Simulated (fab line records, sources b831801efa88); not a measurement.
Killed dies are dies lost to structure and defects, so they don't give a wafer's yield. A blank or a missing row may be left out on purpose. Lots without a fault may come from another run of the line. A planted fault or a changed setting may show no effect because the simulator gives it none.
fab line records | flow sky130
record lots=11 wafers=33 last_day=50
route steps=708 shown LI_CONTACT@385 LOCAL_INTERCONNECT@400 CONTACT@406 PAD_OPEN@708
lots that met no fault: from a run of the same line without faults
start_h: hours from the record's first day to the start of the lot's first wafer shown | wait_h: hours since the lot's step before | " the same as in the row above | L1.1+2: a row that stands for several wafers | - no value, or no start given | * or withheld: withheld | < > ~ a bound
route shown NAME@n: a module of which the file shows steps, and the number in the route of the first | usual: mean/standard deviation of fault-free wafers | same: alike in all rows | chamber/n: place in a boat | sites: the reading at each site | _std_site: their standard deviation | _edge_site: outer sites' mean less inner sites' | radius_mm: how far each site lies from the wafer's centre | mask NAME#n: copy n | behind: the tool/chamber that last shaped the wafer | hold: why the lot was held/for how many hours/how that ended | device: the transistor (n, p or np) that didn't switch | end of line: the same wafers' tests at the end of the route | a step without rows: its recipe alone | killed: dies lost to structure and defects at the first sort, not the wafer's yield | map: a wafer's dies, x killed, . not, _ none there
set.NAME: the setting as run; set.NAME@STEP: as run at that earlier step | model.NAME: the simulator's own value behind a step, which no gauge read
steps of the route over a sample of lots; a table a step, a row a wafer
services: from which hour (start_h, from the record's first day; less than 0 if before it) a tool's chamber was out of use, for how many hours, and why
## steps
# step SKY_LI_CONTACT_THK_MEAS_23
# recipe thk_meas_gauge=xrf reads=W_of_LI_CONTACT_CVD_21
# usual LI_CONTACT_W_THK=409/12
# columns lot.wafer tool chamber start_h wait_h LI_CONTACT_W_THK[nm]
L633.2 film_metro-02 - 684.00 0.1 405
L633.3 " - " " 402
L633.6 " - " " 401
L636.1 film_metro-04 - 729.03 0.1 431
L636.2 " - " " 427
L636.4 " - " " 427
L637.1 film_metro-01 - 730.07 0.1 409
L637.4 " - " " 412
L637.5 " - " " 408
L639.2 film_metro-01 - 759.37 0.1 390
L639.4 " - " " 391
L639.6 " - " " 391
L638.1 film_metro-01 - 761.19 0.1 397
L638.4 " - " " 395
L638.5 " - " " 396
L645.1 film_metro-04 - 785.89 0.1 424
L645.3 " - " " 413
L645.6 " - " " 426
L648.1 film_metro-01 - 810.51 0.1 399
L648.2 " - " " 406
L648.4 " - " " 411
L649.1 film_metro-04 - 811.94 0.1 421
L649.3 " - " " 420
L649.5 " - " " 433
L650.2 film_metro-04 - 821.22 0.1 419
L650.3 " - " " 438
L650.5 " - " " 437
L653.2 film_metro-01 - 837.50 0.1 404
L653.4 " - " " 403
L653.5 " - " " 406
L654.2 film_metro-02 - 849.35 0.1 423
L654.3 " - " " 407
L654.4 " - " " 418
# step SKY_LI_CONTACT_CMP_24
# recipe stop_on=PSG t_overpolish_s=19.19 down_force_psi=3.5 platen_rpm=60 target_thk_nm=0 pad_velocity_m_s=0.94248
# usual motor_current_A=10.8/0.99 overpolish_run_s=19.190/0.009 time_to_endpoint_s=98/4.3
# columns lot.wafer tool chamber start_h wait_h motor_current_A overpolish_run_s time_to_endpoint_s
L633.3 cmp-02 2 684.05 0.0 11.9 19.198 96
L633.2 " 3 " " 10.4 19.186 95
L633.6 " 3 " " 10.3 19.193 93
L636.1 cmp-02 1 729.27 0.2 9.1 19.190 100
L636.2 " 2 " " 11.5 19.186 92
L636.4 " 3 " " 11.0 19.199 89
L637.1 cmp-02 3 730.18 0.1 10.6 19.169 96
L637.4 " 0 " " 11.4 19.196 98
L637.5 " 3 " " 10.5 19.188 96
L639.2 cmp-01 3 759.53 0.2 10.8 19.188 92
L639.4 " 1 " " 9.2 19.179 94
L639.6 " 0 " " 11.7 19.188 98
L638.1 cmp-02 0 761.40 0.2 11.2 19.188 99
L638.4 " 1 " " 9.6 19.191 103
L638.5 " 0 " " 11.3 19.184 99
L645.3 cmp-01 1 786.13 0.2 9.8 19.193 100
L645.1 " 2 " " 12.1 19.187 103
L645.6 " 1 " " 9.7 19.192 101
L648.2 cmp-01 1 810.57 0.0 9.6 19.195 98
L648.4 " 3 " " 11.6 19.191 90
L648.1 " 0 " " 11.5 19.188 99
L649.1 cmp-02 2 812.00 0.1 12.2 19.186 96
L649.3 " 1 " " 9.1 19.197 103
L649.5 " 3 " " 10.5 19.199 95
L650.2 cmp-01 2 821.27 0.0 12.1 19.199 99
L650.3 " 0 " " 11.0 19.198 110
L650.5 " 2 " " 11.8 19.190 106
L653.2 cmp-02 0 837.65 0.1 11.4 19.196 97
L653.4 " 1 " " 9.3 19.183 99
L653.5 " 3 " " 10.7 19.182 92
L654.2 cmp-02 0 849.40 0.0 10.7 19.197 100
L654.4 " 2 " " 11.4 19.176 101
L654.3 " 3 " " 10.0 19.201 95
# step SKY_LOCAL_INTERCONNECT_ETCH_13
# recipe chemistry=N2/H2 target=BARC ion_energy_ev=200 bias_w=100 pressure_mtorr=30 n2_flow_sccm=100 h2_flow_sccm=200 icp_w=500 stop_on=SiO2 time_s=45.9 target_depth_a=600
# usual drypump_motor_current_A=5.7/0.67 he_backside_leak_sccm=3.4/0.4 oes_product_au=0.855/0.0046 throttle_valve_pct=13.225/0.0096
# columns lot.wafer tool chamber start_h wait_h drypump_motor_current_A he_backside_leak_sccm oes_product_au rf_hours_counter_h throttle_valve_pct
L633.2 rie_metal-02 1 712.99 0.0 5.3 3.4 0.861 4 13.229
L633.3 " 1 " " 5.3 3.3 0.846 - 13.231
L633.6 " 0 " " 6.6 3.4 0.846 - 13.214
L636.1 rie_metal-02 0 754.53 0.0 6.6 3.3 0.856 15 13.230
L636.2 " 1 " " 5.3 3.3 0.852 6 13.235
L636.4 " 0 " " 6.6 3.2 0.851 - 13.229
L637.1 rie_metal-03 1 756.69 0.0 6.0 3.2 0.862 3 13.242
L637.4 " 1 " " 6.0 3.2 0.852 - 13.234
L637.5 " 0 " " 5.6 3.2 0.857 - 13.204
L639.2 rie_metal-02 0 786.36 0.0 6.6 3.3 0.855 - 13.229
L639.4 " 0 " " 6.5 3.4 0.848 - 13.221
L639.6 " 0 " " 6.5 3.4 0.848 - 13.220
L638.1 rie_metal-02 1 788.69 0.0 5.3 3.3 0.857 6 13.210
L638.4 " 1 " " 5.3 3.3 0.857 - 13.217
L638.5 " 1 " " 5.3 3.4 0.854 - 13.225
L645.1 rie_metal-02 1 812.79 0.0 5.3 3.5 0.853 7 13.222
L645.3 " 1 " " 5.3 3.5 0.853 - 13.233
L645.6 " 0 " " 6.6 3.4 0.848 - 13.225
L648.1 rie_metal-04 1 836.64 0.0 5.9 3.5 0.851 14 13.226
L648.2 " 1 " " 5.9 3.6 0.857 - 13.208
L648.4 " 1 " " 5.9 3.6 0.853 - 13.224
L649.1 rie_metal-03 0 838.44 0.0 5.6 3.2 0.855 3 13.225
L649.3 " 0 " " 5.6 3.2 0.854 - 13.219
L649.5 " 0 " " 5.6 3.2 0.849 - 13.236
L650.2 rie_metal-02 0 847.69 0.0 6.6 3.2 0.866 0 13.231
L650.3 " 1 " " 5.3 3.4 0.857 - 13.223
L650.5 " 0 " " 6.6 3.4 0.857 - 13.230
L653.2 rie_metal-03 0 863.81 0.0 5.6 3.1 0.855 - 13.220
L653.4 " 0 " " 5.6 3.2 0.856 - 13.226
L653.5 " 0 " " 5.6 3.1 0.858 - 13.219
L654.2 rie_metal-02 0 875.94 0.0 6.6 3.2 0.861 2 13.215
L654.3 " 1 " " 5.3 3.3 0.849 - 13.225
L654.4 " 0 " " 6.6 3.2 0.850 - 13.207
# step SKY_CONTACT_CVD_00
# recipe material=Si3N4 target_thk_nm=75 temp_c=400 time_s=withheld rf_w=450
# usual heater_power_w=799/130
# columns lot.wafer tool chamber start_h wait_h heater_power_w
L633.2 pecvd-02 2 713.73 0.0 890
L633.3 " 0 " " 928
L633.6 " 2 " " 871
L636.1 pecvd-01 2 755.27 0.0 810
L636.2 " 0 " " 698
L636.4 " 2 " " 780
L637.1 pecvd-02 1 757.40 0.0 878
L637.4 " 0 " " 782
L637.5 " 2 " " 882
L637.1 pecvd-02 1 757 - 891
L637.4 " 0 " " 784
L637.5 " 2 " " 857
L639.2 pecvd-03 1 787.20 0.0 1008
L639.4 " 1 " " 982
L639.6 " 0 " " 514
L639.2 pecvd-03 1 787 - 982
L639.4 " 1 " " 1000
L639.6 " 0 " " 517
L638.1 pecvd-03 2 789.40 0.0 747
L638.4 " 2 " " 738
L638.5 " 1 " " 915
L638.1 pecvd-03 2 789 - 750
L638.4 " 2 " " 734
L638.5 " 1 " " 908
L645.1 pecvd-02 2 813.50 0.0 819
L645.3 " 1 " " 988
L645.6 " 0 " " 869
L648.1 pecvd-01 2 837.47 0.0 734
L648.2 " 1 " " 727
L648.4 " 0 " " 778
L649.1 pecvd-02 2 839.15 0.0 895
L649.3 " 2 " " 884
L649.5 " 2 " " 895
L650.2 pecvd-02 1 848.40 0.0 927
L650.3 " 2 " " 753
L650.5 " 1 " " 902
L653.2 pecvd-01 1 864.61 0.0 754
L653.4 " 0 " " 787
L653.5 " 1 " " 750
L654.2 pecvd-03 1 876.65 0.0 1070
L654.3 " 0 " " 647
L654.4 " 1 " " 874
# step SKY_CONTACT_THK_MEAS_01
# recipe reads=Si3N4_of_CONTACT_CVD_00
# usual CONTACT_CVD_00_THK=74.9/1.2
# columns lot.wafer tool chamber start_h wait_h CONTACT_CVD_00_THK[nm]
L633.2 film_metro-02 - 713.77 - 75.8
L633.3 " - " " 74.6
L633.6 " - " " 75.2
L636.1 film_metro-02 - 755.30 - 73.9
L636.2 " - " " 73.9
L636.4 " - " " 74.1
L637.1 film_metro-01 - 757.64 - 148.5
L637.4 " - " " 149.6
L637.5 " - " " 152.8
L639.2 film_metro-02 - 787.59 - 150.2
L639.4 " - " " 153.8
L639.6 " - " " 154.4
L638.1 film_metro-02 - 789.64 - 150.8
L638.4 " - " " 153.4
L638.5 " - " " 152.4
L645.1 film_metro-03 - 813.53 - 75.2
L645.3 " - " " 72.5
L645.6 " - " " 74.8
L648.1 film_metro-03 - 837.50 - 73.9
L648.2 " - " " 73.3
L648.4 " - " " 75.6
L649.1 film_metro-02 - 839.20 - 73.9
L649.3 " - " " 75.0
L649.5 " - " " 74.6
L650.2 film_metro-02 - 848.44 - 72.8
L650.3 " - " " 74.3
L650.5 " - " " 73.7
L653.2 film_metro-03 - 864.66 - 73.1
L653.4 " - " " 74.6
L653.5 " - " " 73.4
L654.2 film_metro-02 - 876.69 - 75.0
L654.3 " - " " 75.6
L654.4 " - " " 76.9
# step SKY_CONTACT_ETCH_18
# recipe target=Si3N4 chemistry=CHF3/O2 stop_on=TiN source_w=600 bias_w=200 pressure_mtorr=40 chf3_flow_sccm=50 O2_flow_sccm=5 time_s=39 target_depth_a=750
# usual chf3_flow_sccm=49.99/0.14 drypump_motor_current_A=5.8/0.42 oes_product_au=0.854/0.0079 throttle_valve_pct=8.795/0.0093
# columns lot.wafer tool chamber start_h wait_h chf3_flow_sccm drypump_motor_current_A oes_product_au rf_hours_counter_h throttle_valve_pct
L633.2 rie_diel-04 0 - - 49.93 6.2 0.856 11 8.808
L633.3 " 2 " " 49.95 6.5 0.856 10 8.796
L633.6 " 1 " " 49.79 6.2 0.849 - 8.795
L636.1 rie_diel-03 2 - - 50.12 5.9 0.858 9 8.808
L636.2 " 3 " " 49.82 5.1 0.845 14 8.791
L636.4 " 1 " " 49.89 5.1 0.836 11 8.795
L637.1 rie_diel-03 1 - - 49.98 5.1 0.994 11 8.834
L637.4 " 0 " " 49.73 5.3 0.997 7 8.833
L637.5 " 1 " " 49.98 5.1 0.990 - 8.836
L639.2 rie_diel-02 1 - - 50.23 6.0 1.029 23 8.831
L639.4 " 3 " " 50.13 5.5 1.026 0 8.836
L639.6 " 2 " " 50.01 5.4 1.006 - 8.823
L638.1 rie_diel-04 2 - - 50.04 6.5 1.010 13 8.844
L638.4 " 3 " " 50.06 5.8 0.995 3 8.815
L638.5 " 1 " " 49.99 6.2 1.001 - 8.828
L645.1 rie_diel-02 0 - - 50.15 5.8 0.854 27 8.791
L645.3 " 3 " " 49.84 5.5 0.841 1 8.786
L645.6 " 0 " " 50.11 5.8 0.858 - 8.796
L648.1 rie_diel-03 3 - - 50.11 5.1 0.853 16 8.787
L648.2 " 1 " " 49.91 5.1 0.840 14 8.790
L648.4 " 2 " " 49.98 5.8 0.853 11 8.801
L649.1 rie_diel-04 3 - - 49.90 5.9 0.848 4 8.787
L649.3 " 0 " " 50.15 6.3 0.859 15 8.789
L649.5 " 0 " " 50.26 6.2 0.848 - 8.798
L650.2 rie_diel-04 0 - - 49.91 6.2 0.837 15 8.796
L650.3 " 3 " " 49.95 5.8 0.850 5 8.804
L650.5 " 1 " " 49.88 6.2 0.847 - 8.789
L653.2 rie_diel-03 0 - - 49.89 5.3 0.840 10 8.787
L653.4 " 2 " " 49.96 5.8 0.849 12 8.774
L653.5 " 2 " " 49.90 5.8 0.839 - 8.797
L654.2 rie_diel-03 3 - - 49.88 5.1 0.849 18 8.806
L654.3 " 1 " " 50.05 5.1 0.857 15 8.794
L654.4 " 2 " " 49.88 5.8 0.869 13 8.813
# step SKY_PAD_OPEN_PROBE_99
# usual killed_at_M0_to_M3=44/6.6 killed_at_M4_up=2.9/1.8 killed_at_contacts=24/4.8 killed_at_front_end=15/4.5 killed_at_other=0.3/0.64 killed_dies=86/8.7 killed_on_rim=17/3.8 killed_open=47/6.5 killed_short=39/5.8
# same gross_dies=492 killed_at_back_side=0
# columns lot.wafer tool chamber start_h wait_h killed_at_M0_to_M3 killed_at_M4_up killed_at_contacts killed_at_front_end killed_at_other killed_dies killed_on_rim killed_open killed_short
L633.2 prober-01 - 1078.15 0.1 40 1 23 18 0 82 19 39 43
L633.3 prober-01 - 1078.20 0.2 51 3 16 19 1 90 17 46 43
L633.6 prober-01 - 1078.35 0.2 49 2 26 16 3 96 19 52 42
L637.1 prober-01 - 1110.50 0.1 54 2 423 12 1 492 96 51 49
L637.4 prober-01 - 1110.65 0.2 47 2 417 24 2 492 96 43 49
L637.5 prober-01 - 1110.70 0.2 42 6 433 11 0 492 96 48 32
L639.2 prober-02 - 1134.87 0.1 36 1 433 21 1 492 96 40 45
L639.4 prober-02 - 1134.97 0.2 41 4 434 13 0 492 96 56 38
L639.6 prober-02 - 1135.07 0.2 33 2 443 14 0 492 96 43 38
L638.1 prober-01 - 1137.72 0.1 34 2 436 20 0 492 96 51 44
L638.4 prober-01 - 1137.87 0.2 47 1 426 16 2 492 96 47 41
L638.5 prober-01 - 1137.92 0.2 46 6 423 17 0 492 96 52 36
L645.1 prober-01 - 1152.90 0.1 49 2 19 14 0 84 17 47 37
L645.3 prober-01 - 1153.00 0.2 50 2 22 13 2 89 19 51 38
L645.6 prober-01 - 1153.15 0.2 49 2 20 15 0 86 16 39 47
# killed by level:class
L633.2 CONTACT:geometric_particle:short=8 VIA2:geometric_particle:open=8 VIA1:geometric_particle:open=8 FIELD_ISO:geometric_particle:short=7 METAL2:geometric_particle:short=7 CONTACT:geometric_particle:open=6 LOCAL_INTERCONNECT:geometric_particle:short=5 VIA3:geometric_particle:open=5
L633.3 VIA1:geometric_particle:open=16 VIA3:geometric_particle:open=8 VIA1:geometric_particle:short=8 FIELD_ISO:geometric_particle:short=5 CONTACT:geometric_particle:short=5 METAL1:geometric_particle:short=5 FIELD_ISO:geometric_particle:open=4 POLY_GATE:geometric_particle:open=4
L633.6 VIA1:geometric_particle:open=16 CONTACT:geometric_particle:open=9 VIA2:geometric_particle:open=8 FIELD_ISO:geometric_particle:short=6 VIA3:geometric_particle:open=6 METAL2:geometric_particle:short=5 CONTACT:geometric_particle:short=5 POLY_GATE:geometric_particle:open=4
L637.1 CONTACT:area_etch=391 CONTACT:geometric_particle:open=15 METAL1:geometric_particle:short=9 METAL2:geometric_particle:short=9 VIA2:geometric_particle:open=7 LI_CONTACT:geometric_particle:open=6 VIA3:geometric_particle:open=5 CONTACT:geometric_particle:short=5
L637.4 CONTACT:area_etch=398 METAL2:geometric_particle:short=9 VIA2:geometric_particle:open=9 METAL1:geometric_particle:short=7 VIA1:geometric_particle:short=6 LI_CONTACT:geometric_particle:open=6 VIA3:geometric_particle:open=6 SPACER:geometric_particle:short=5
L637.5 CONTACT:area_etch=411 CONTACT:geometric_particle:open=12 VIA1:geometric_particle:open=12 LI_CONTACT:geometric_particle:open=7 VIA3:geometric_particle:open=6 METAL2:geometric_particle:short=6 METAL1:geometric_particle:short=5 VIA1:geometric_particle:short=5
L639.2 CONTACT:area_etch=406 POLY_GATE:geometric_particle:short=8 CONTACT:geometric_particle:short=7 CONTACT:geometric_particle:open=7 VIA1:geometric_particle:open=7 VIA2:geometric_particle:open=6 LOCAL_INTERCONNECT:geometric_particle:short=5 FIELD_ISO:geometric_particle:open=4
L639.4 CONTACT:area_etch=398 LI_CONTACT:geometric_particle:open=10 CONTACT:geometric_particle:open=9 VIA1:geometric_particle:open=9 VIA1:geometric_particle:short=6 LOCAL_INTERCONNECT:geometric_particle:open=5 CONTACT:geometric_particle:short=5 METAL2:geometric_particle:short=5
L639.6 CONTACT:area_etch=411 CONTACT:geometric_particle:open=9 CONTACT:geometric_particle:short=8 VIA1:geometric_particle:open=8 METAL1:geometric_particle:short=6 LI_CONTACT:geometric_particle:open=5 POLY_GATE:geometric_particle:short=4 LOCAL_INTERCONNECT:geometric_particle:short=4
L638.1 CONTACT:area_etch=397 CONTACT:geometric_particle:short=11 CONTACT:geometric_particle:open=10 FIELD_ISO:geometric_particle:open=8 LI_CONTACT:geometric_particle:open=8 VIA1:geometric_particle:open=7 FIELD_ISO:geometric_particle:short=6 LOCAL_INTERCONNECT:geometric_particle:short=6
L638.4 CONTACT:area_etch=402 VIA1:geometric_particle:open=9 VIA3:geometric_particle:open=8 VIA2:geometric_particle:open=8 LI_CONTACT:geometric_particle:open=7 CONTACT:geometric_particle:open=7 VIA1:geometric_particle:short=7 FIELD_ISO:geometric_particle:open=6
L638.5 CONTACT:area_etch=404 VIA1:geometric_particle:open=8 VIA2:geometric_particle:open=8 VIA3:geometric_particle:open=8 POLY_GATE:geometric_particle:open=6 FIELD_ISO:geometric_particle:open=5 POLY_GATE:geometric_particle:short=5 CONTACT:geometric_particle:open=5
L645.1 VIA1:geometric_particle:open=15 LI_CONTACT:geometric_particle:open=7 VIA1:geometric_particle:short=6 VIA3:geometric_particle:open=6 VIA3:geometric_particle:short=6 POLY_GATE:geometric_particle:short=5 CONTACT:geometric_particle:open=5 METAL2:geometric_particle:short=5
L645.3 VIA1:geometric_particle:open=9 METAL1:geometric_particle:open=8 CONTACT:geometric_particle:open=7 LI_CONTACT:geometric_particle:open=6 METAL2:geometric_particle:short=6 VIA3:geometric_particle:open=6 VIA2:geometric_particle:open=5 VIA2:geometric_particle:short=5
L645.6 METAL1:geometric_particle:short=9 VIA3:geometric_particle:open=8 CONTACT:geometric_particle:open=8 VIA1:geometric_particle:open=8 METAL2:geometric_particle:short=7 VIA1:geometric_particle:short=6 LI_CONTACT:geometric_particle:open=5 POLY_GATE:geometric_particle:short=5
## services
# columns tool chamber start_h hours kind
rie_metal-02 - 672.45 2.8 pm
rie_diel-03 - 676.75 1.1 repair
cmp-01 - 693.93 1.2 repair
pecvd-03 - 706.60 1.2 repair
rie_diel-03 - 708.49 0.6 repair
rie_diel-04 - 728.32 2.8 pm
pecvd-03 - 738.02 7.8 repair
rie_diel-03 2 738.45 8.1 repair
cmp-01 - 741.27 0.9 repair
cmp-02 - 745.19 4.0 pm
cmp-02 - 749.19 4.9 pm
rie_diel-04 0 771.70 7.5 repair
cmp-02 - 782.13 4.4 pm
rie_metal-02 1 782.72 5.8 repair
pecvd-02 - 783.41 6.0 pm
rie_diel-04 1 786.49 5.6 repair
rie_diel-03 0 801.94 3.6 repair
rie_diel-03 - 805.20 2.8 pm
pecvd-02 1 828.56 15.6 repair
rie_diel-03 3 830.99 4.3 repair
rie_diel-03 0 833.33 12.1 repair
pecvd-03 1 871.23 3.5 repair
cmp-02 - 878.64 1.2 repair
pecvd-02 - 881.30 4.3 repair
## key
first_sign step=SKY_CONTACT_CVD_00 reading=visit direction=added
effect step=SKY_CONTACT_THK_MEAS_01 reading=CONTACT_CVD_00_THK direction=up sigmas=64 usual=74.9 struck=151.8
effect step=SKY_CONTACT_ETCH_18 reading=oes_product_au direction=up sigmas=19 usual=0.854 struck=1.005
effect step=SKY_PAD_OPEN_PROBE_99 reading=killed_at_contacts direction=up sigmas=84 usual=24 struck=430
more_kills_born_at SKY_CONTACT_ETCH_18@rie_diel-02=1215 SKY_CONTACT_ETCH_18@rie_diel-04=1203 SKY_CONTACT_ETCH_18@rie_diel-03=1200
met_at SKY_CONTACT_CVD_00
struck_lots L637,L638,L639
later_rows_left_out L637.1,L637.4,L637.5,L638.1,L638.4,L638.5,L639.2,L639.4,L639.6
tester_left_out L637,L638,L639
not_acting_at SKY_LI_CONTACT_THK_MEAS_23,SKY_LI_CONTACT_CMP_24,SKY_LOCAL_INTERCONNECT_ETCH_13
fault kind=repeated_step_whole tool=pecvd-01,pecvd-02,pecvd-03 chamber=- onset_h=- steps=SKY_CONTACT_CVD_00 times=1 scope=struck_lots_only
# tester_left_out: of these lots the tester's yield and bins aren't shown, on N5 and GAA mostly nor the transistor test; their killed dies are dies lost to structure and defects alone, not to doping, threshold or leakage, so they don't give the yield
# later_rows_left_out: the simulator's readings of these wafers behind a module that went badly wrong aren't trusted and aren't shown, but for the sort
